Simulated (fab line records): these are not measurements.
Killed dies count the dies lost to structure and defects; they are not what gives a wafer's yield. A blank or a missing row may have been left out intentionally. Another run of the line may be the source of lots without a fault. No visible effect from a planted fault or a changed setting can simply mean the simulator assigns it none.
Commonality check across tools :: flow gf180mcu :: 36 wafers sampled across 12 lots

## WHY THIS WAS OPENED
At GF_SALICIDE_THK_MEAS_05 the reading SALICIDE_TIN_THK is flagged on 2 of 12 lots. Wafers without a fault read 20.0 nm, standard deviation 0.35.
Rule: a lot gets a flag if all its wafers with a number sit over 4 standard deviations from that mean, or if no wafer of it has a number. The rest of the lots are taken to be sound.

lot: L583
measured: day 15 05:36
on: filmMetro-03
SALICIDE_TIN_THK (nm), wafer by wafer: 19.7 19.6 19.5
flag: 

lot: L587
measured: day 16 16:23
on: filmMetro-03
SALICIDE_TIN_THK (nm), wafer by wafer: 19.9 20.4 20.6
flag: 

lot: L588
measured: day 17 02:12
on: filmMetro-04
SALICIDE_TIN_THK (nm), wafer by wafer: 20.0 19.8 19.7
flag: 

lot: L589
measured: day 17 15:21
on: filmMetro-03
SALICIDE_TIN_THK (nm), wafer by wafer: 20.1 19.8 20.3
flag: 

lot: L590
measured: day 18 01:17
on: filmMetro-04
SALICIDE_TIN_THK (nm), wafer by wafer: 20.7 20.4 20.0
flag: 

lot: L592
measured: day 18 10:26
on: filmMetro-02
SALICIDE_TIN_THK (nm), wafer by wafer: 20.3 19.7 20.2
flag: 

lot: L599
measured: day 20 15:21
on: filmMetro-03
SALICIDE_TIN_THK (nm), wafer by wafer: 15.3 15.9 16.1
flag: FLAGGED

lot: L600
measured: day 20 23:07
on: filmMetro-02
SALICIDE_TIN_THK (nm), wafer by wafer: 15.1 15.5 15.2
flag: FLAGGED

lot: L601
measured: day 21 11:49
on: filmMetro-04
SALICIDE_TIN_THK (nm), wafer by wafer: 20.1 20.2 20.1
flag: 

lot: L603
measured: day 22 01:57
on: filmMetro-02
SALICIDE_TIN_THK (nm), wafer by wafer: 20.2 20.1 20.1
flag: 

lot: L604
measured: day 22 08:25
on: filmMetro-02
SALICIDE_TIN_THK (nm), wafer by wafer: 19.4 20.5 19.7
flag: 

lot: L606
measured: day 23 05:59
on: filmMetro-03
SALICIDE_TIN_THK (nm), wafer by wafer: 20.3 19.7 19.5
flag: 
The numbers of the flagged lots are 15.5 nm on average: -4.5 nm against the usual, or -13 standard deviations.

## TOOL THAT RAN EACH LOT
Before the reading, the record contains 2 process steps out of a 602-step route. Each cell gives the tool, then ch followed by the chambers the sampled wafers passed through, then the start.
lot: L583
flag: 
GF_STI_CMP_25: cmp-02 ch 1,2,3, day 2 05:20
GF_SALICIDE_SPUTTER_03: pvdSputter-03, day 15 05:27

lot: L587
flag: 
GF_STI_CMP_25: cmp-01 ch 0,1,3, day 3 00:20
GF_SALICIDE_SPUTTER_03: pvdSputter-01, day 16 16:14

lot: L588
flag: 
GF_STI_CMP_25: cmp-02 ch 0,1,3, day 3 05:28
GF_SALICIDE_SPUTTER_03: pvdSputter-03, day 17 02:02

lot: L589
flag: 
GF_STI_CMP_25: cmp-01 ch 0,3, day 3 11:39
GF_SALICIDE_SPUTTER_03: pvdSputter-03, day 17 15:11

lot: L590
flag: 
GF_STI_CMP_25: cmp-02 ch 0,1,3, day 3 15:22
GF_SALICIDE_SPUTTER_03: pvdSputter-01, day 18 01:08

lot: L592
flag: 
GF_STI_CMP_25: cmp-02 ch 0,1,2, day 4 03:16
GF_SALICIDE_SPUTTER_03: pvdSputter-03, day 18 10:17

lot: L599
flag: FLAGGED
GF_STI_CMP_25: cmp-01 ch 0,1,2, day 5 13:50
GF_SALICIDE_SPUTTER_03: pvdSputter-01, day 20 15:12

lot: L600
flag: FLAGGED
GF_STI_CMP_25: cmp-01 ch 0,2, day 5 18:26
GF_SALICIDE_SPUTTER_03: pvdSputter-01, day 20 22:58

lot: L601
flag: 
GF_STI_CMP_25: cmp-01 ch 1,2,3, day 6 01:53
GF_SALICIDE_SPUTTER_03: pvdSputter-03, day 21 11:38

lot: L603
flag: 
GF_STI_CMP_25: cmp-01 ch 1,2,3, day 6 10:55
GF_SALICIDE_SPUTTER_03: pvdSputter-03, day 22 01:49

lot: L604
flag: 
GF_STI_CMP_25: cmp-01 ch 0,1, day 6 17:11
GF_SALICIDE_SPUTTER_03: pvdSputter-02, day 22 08:16

lot: L606
flag: 
GF_STI_CMP_25: cmp-01 ch 0,1,3, day 7 02:01
GF_SALICIDE_SPUTTER_03: pvdSputter-02, day 23 05:50
What the steps here do:
- GF_STI_CMP_25: polishes, stops on Si3N4, t overpolish 33 s, target thk 524.6 nm.
- GF_SALICIDE_SPUTTER_03: material TiN, target thk 20 nm, time 16.7 s.
- GF_SALICIDE_THK_MEAS_05: measures by xrf.

## FLAGGED OVER TOTAL, TOOL BY TOOL (the gauges that took the reading come last)
step: GF_STI_CMP_25
tool: cmp-01
lots run: 8
flagged: 2
share of the flagged lots: all
sound lots run after its first flagged lot: 4 (L601,L603,L604,L606)

step: GF_STI_CMP_25
tool: cmp-02
lots run: 4
flagged: 0
share of the flagged lots: none
sound lots run after its first flagged lot: -

step: GF_SALICIDE_SPUTTER_03
tool: pvdSputter-01
lots run: 4
flagged: 2
share of the flagged lots: all
sound lots run after its first flagged lot: 0

step: GF_SALICIDE_SPUTTER_03
tool: pvdSputter-02
lots run: 2
flagged: 0
share of the flagged lots: none
sound lots run after its first flagged lot: -

step: GF_SALICIDE_SPUTTER_03
tool: pvdSputter-03
lots run: 6
flagged: 0
share of the flagged lots: none
sound lots run after its first flagged lot: -

step: GF_SALICIDE_THK_MEAS_05
tool: filmMetro-02
lots run: 4
flagged: 1
share of the flagged lots: some
sound lots run after its first flagged lot: 2 (L603,L604)

step: GF_SALICIDE_THK_MEAS_05
tool: filmMetro-03
lots run: 5
flagged: 1
share of the flagged lots: some
sound lots run after its first flagged lot: 1 (L606)

step: GF_SALICIDE_THK_MEAS_05
tool: filmMetro-04
lots run: 3
flagged: 0
share of the flagged lots: none
sound lots run after its first flagged lot: -

## WHAT THE TABLE ALLOWS
Every flagged lot went through 2 rows of the table: cmp-01 at GF_STI_CMP_25 and pvdSputter-01 at GF_SALICIDE_SPUTTER_03.
- cmp-01 at GF_STI_CMP_25: 2 of its 8 lots flagged. Sound lots followed the first flagged one (L601, L603, L604, L606) on it, something a lasting fault affecting the whole tool could not allow.
- pvdSputter-01 at GF_SALICIDE_SPUTTER_03: 2 of its 4 lots flagged. A fault beginning between L590 (day 18 01:08), its last sound lot, and L599 (day 20 15:12), its first flagged one, fits the data.
Just one tool remains: pvdSputter-01 at GF_SALICIDE_SPUTTER_03.

## WHAT THE SIMULATOR PUT IN
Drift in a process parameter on pvdSputter-01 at GF_SALICIDE_SPUTTER_03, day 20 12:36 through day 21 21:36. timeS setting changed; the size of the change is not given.
Shown lots that were struck: L599, L600. The rule above found the same.
